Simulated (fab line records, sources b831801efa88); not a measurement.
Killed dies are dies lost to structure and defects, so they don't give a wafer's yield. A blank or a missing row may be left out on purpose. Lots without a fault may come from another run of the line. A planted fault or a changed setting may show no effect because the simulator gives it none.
Which tool did it? | flow sky130 | 12 lots, 36 wafers sampled, at 1 step of a route of 708

WHAT THE GAUGES READ, wafer by wafer
SKY_LDD_LDN_OVL_MEAS_07.
lot  | measured     | on         | LDD_LDN_OVL (nm)
L885 | day 22 21:13 | overlay-01 | 0.9 1.3 2.0
L886 | day 22 21:44 | overlay-01 | -2.0 0.2 -0.8
L887 | day 23 09:28 | overlay-01 | -2.6 -1.5 -0.8
L889 | day 24 01:21 | overlay-01 | -0.1 -2.0 -1.2
L899 | day 28 02:00 | overlay-02 | -1.5 -1.0 1.0
L901 | day 28 15:36 | overlay-02 | 0.1 -1.1 1.3
L903 | day 29 06:37 | overlay-01 | 1.3 -2.0 -0.5
L904 | day 29 10:57 | overlay-02 | -0.6 -1.2 -2.5
L905 | day 29 20:37 | overlay-02 | 1.5 2.0 0.5
L906 | day 30 07:44 | overlay-02 | 0.2 -0.2 -0.1
L907 | day 31 13:07 | overlay-02 | -1.2 -1.1 -0.2
L908 | day 31 13:26 | overlay-01 | 0.2 -0.8 0.8

WHICH TOOL RAN EACH LOT (tool, then ch and the chambers of the sampled wafers, then the start)
The record holds no process step before these readings.

WHAT THE TOOLS THEMSELVES READ (means of the sampled wafers that have a number; where no wafer has one, the mark that the record gives instead)
The record holds no such reading with a usual standard deviation.

THE ANSWER, worked out from the rows above alone
Rule: what is usual is taken from the lots themselves. Put in order of their means at a reading, lots are off if they are a third of the lots or fewer, leave a main group of 4 or more, and stand apart from it by a gap of 3 or more times the standard deviation of the main group's means; of several such gaps the widest counts. A main group whose means are all the same, to the digits that the tables above print for the reading, isn't used. A lot without any number at a reading at which 4 lots or more have one is off too. The other lots that the step has rows for count as sound. The gauges are gone through in route order, then the tools' own readings, and for those a lot's mean is taken as printed above. The first step at which some lot is off is used, and at that step the reading that is off furthest; a lot without a number counts as furthest.
No lot is off at any reading shown: from this, nothing can be told.

WHAT THE SIMULATOR HAD PUT IN
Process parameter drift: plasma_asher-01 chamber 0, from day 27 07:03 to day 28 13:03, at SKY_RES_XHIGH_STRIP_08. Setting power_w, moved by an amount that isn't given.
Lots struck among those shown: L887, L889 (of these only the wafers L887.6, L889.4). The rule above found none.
